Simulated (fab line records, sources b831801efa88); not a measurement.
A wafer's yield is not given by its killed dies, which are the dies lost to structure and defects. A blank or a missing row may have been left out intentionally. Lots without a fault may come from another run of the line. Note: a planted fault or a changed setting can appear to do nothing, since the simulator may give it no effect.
Which tool is to blame? -- flow sky130 -- Sampling: 14 lots, 42 wafers, 4 of 708 route steps

== WHAT THE GAUGES READ, wafer by wafer ==
SKY_VT_ADJUST_LVTN_OVL_MEAS_07. Usual: for VT_ADJUST_LVTN_OVL the level is -0.2 nm and the standard deviation is 1.4.
lot,measured,on,VT_ADJUST_LVTN_OVL (nm),flag
L353,day 7 06:19,overlay-02,-0.9 -3.9 -1.7,
L354,day 7 08:32,overlay-01,-2.1 -2.4 -3.0,
L355,day 7 11:01,overlay-01,2.3 1.1 1.2,
L359,day 9 07:07,overlay-01,1.6 0.3 1.1,
L360,day 9 11:13,overlay-01,1.5 1.1 1.6,
L363,day 10 00:19,overlay-02,-1.2 -0.5 -0.1,
L362,day 10 01:40,overlay-02,-1.2 -2.3 -2.4,
L365,day 10 15:58,overlay-01,-1.9 -0.8 -1.0,
L366,day 10 23:48,overlay-01,-0.2 0.7 1.0,
L367,day 10 23:58,overlay-02,- - -,OFF
L368,day 11 05:57,overlay-01,- - -,OFF
L369,day 11 09:50,overlay-02,- - -,OFF
L370,day 11 16:04,overlay-01,0.9 1.0 1.6,
L371,day 12 07:40,overlay-02,0.0 0.7 0.6,

SKY_VT_ADJUST_LVTN_TW_MEAS_21. Usual: for VT_ADJUST_LVTN_2_TW the level is 187.4 and the standard deviation is 1.9.
lot,measured,on,VT_ADJUST_LVTN_2_TW,flag
L353,day 8 02:27,film metro-01,185.4 186.4 185.0,
L354,day 8 05:19,film metro-04,191.2 191.3 191.2,
L355,day 8 07:32,film metro-04,190.4 190.8 190.4,
L359,day 10 05:18,film metro-04,189.7 188.3 189.4,
L360,day 10 09:48,film metro-03,189.2 186.6 188.8,
L363,day 10 23:19,film metro-04,189.5 190.7 188.9,
L362,day 11 01:41,film metro-01,184.9 186.1 185.2,
L365,day 11 15:51,film metro-01,186.5 184.4 186.1,
L366,day 11 23:34,film metro-03,187.6 186.8 186.7,
L367,day 12 00:13,film metro-01,264.2 262.8 263.9,OFF
L368,day 12 06:39,film metro-03,267.3 266.8 266.7,OFF
L369,day 12 10:25,film metro-03,267.0 266.1 266.8,OFF
L370,day 12 15:52,film metro-01,186.3 186.6 186.1,
L371,day 13 09:14,film metro-01,186.3 187.0 185.6,

SKY_VT_ADJUST_NCORE_TW_MEAS_11. Usual: for VT_ADJUST_NCORE_TW the level is 219.8 and the standard deviation is 1.9.
lot,measured,on,VT_ADJUST_NCORE_TW,flag
L353,day 8 23:13,film metro-04,220.2 220.5 222.0,
L354,day 9 01:47,film metro-02,220.8 219.1 220.1,
L355,day 9 04:31,film metro-02,220.7 219.8 219.5,
L359,day 11 04:53,film metro-04,220.6 220.2 220.2,
L360,day 11 08:49,film metro-02,219.9 220.6 219.6,
L363,day 11 23:17,film metro-03,216.7 217.8 217.9,
L362,day 12 01:55,film metro-04,222.5 222.8 221.1,
L365,day 12 15:23,film metro-03,219.3 218.4 218.2,
L366,day 12 23:58,film metro-04,223.0 219.2 220.8,
L367,day 13 00:41,film metro-03,280.6 280.1 280.7,OFF
L368,day 13 07:55,film metro-02,283.3 284.2 284.9,OFF
L369,day 13 12:11,film metro-02,284.2 284.7 285.1,OFF
L370,day 13 18:04,film metro-03,217.7 217.3 216.6,
L371,day 14 10:46,film metro-04,222.6 221.5 220.6,

== EACH LOT AND THE TOOL THAT RAN IT (in order: tool; ch and the chambers of the sampled wafers; start) ==
lot,SKY_VT_ADJUST_LVTN_COAT_02
L353,"litho track-03 ch 0, day 6 20:49"
L354,"litho track-02 ch 0, day 6 23:01"
L355,"litho track-04 ch 0, day 7 01:37"
L359,"litho track-04 ch 0, day 8 20:35"
L360,"litho track-02 ch 0, day 9 00:46"
L363,"litho track-03 ch 0, day 9 13:11"
L362,"litho track-03 ch 0, day 9 14:43"
L365,"litho track-02 ch 0, day 10 04:08"
L366,"litho track-04 ch 0, day 10 12:18"
L367,"litho track-03, day 10 12:40"
L368,"litho track-02, day 10 19:04"
L369,"litho track-02, day 10 22:58"
L370,"litho track-03 ch 0, day 11 03:47"
L371,"litho track-04 ch 0, day 11 19:45"
- SKY_VT_ADJUST_LVTN_COAT_02: resist thk 3000 nm.

== WHAT THE TOOLS THEMSELVES READ (means of the sampled wafers that have a number; where no wafer has one, the mark that the record gives instead) ==
SKY_VT_ADJUST_LVTN_COAT_02. Usual: chill plate temp C 22.98 C, standard deviation 0.11; dispense pressure kPa 48 kPa, standard deviation 4.2.
lot,tool,chill plate temp C (C),dispense pressure kPa (kPa),flag
L353,litho track-03,23.05,44,
L354,litho track-02,22.95,47,
L355,litho track-04,22.89,54,
L359,litho track-04,23.09,54,
L360,litho track-02,23.00,47,
L363,litho track-03,23.12,44,
L362,litho track-03,22.94,44,
L365,litho track-02,22.94,47,
L366,litho track-04,22.99,54,
L367,litho track-03,-,-,OFF
L368,litho track-02,-,-,OFF
L369,litho track-02,-,-,OFF
L370,litho track-03,23.00,44,
L371,litho track-04,22.92,54,

== THE ANSWER, worked out from the rows above alone ==
Rule: a lot counts as off when the mean over its wafers that have a number is more than 3 standard deviations away from the usual mean. A lot without any number at a reading at which 4 lots or more have one is off too. Any other lot the step has rows for is counted as sound. Order of review: gauges by route order, followed by the tools' own readings, for which a lot's mean as printed above is used. The first step at which some lot is off is used, and at that step the reading that is off furthest; a lot without a number counts as furthest.
Off: at SKY_VT_ADJUST_LVTN_OVL_MEAS_07 (VT_ADJUST_LVTN_OVL), L367, L368, L369. Without a number there: L367, L368, L369.
If a tool, at a process step before that reading, ran all the lots that are off and no sound lot after the first of them, it fits. The gauges at SKY_VT_ADJUST_LVTN_OVL_MEAS_07 aren't tried: what is off there is off at SKY_VT_ADJUST_LVTN_TW_MEAS_21 too, on other tools, and a gauge's error can't cause that. Of those tried, none fits.

== WHAT THE SIMULATOR HAD INSERTED ==
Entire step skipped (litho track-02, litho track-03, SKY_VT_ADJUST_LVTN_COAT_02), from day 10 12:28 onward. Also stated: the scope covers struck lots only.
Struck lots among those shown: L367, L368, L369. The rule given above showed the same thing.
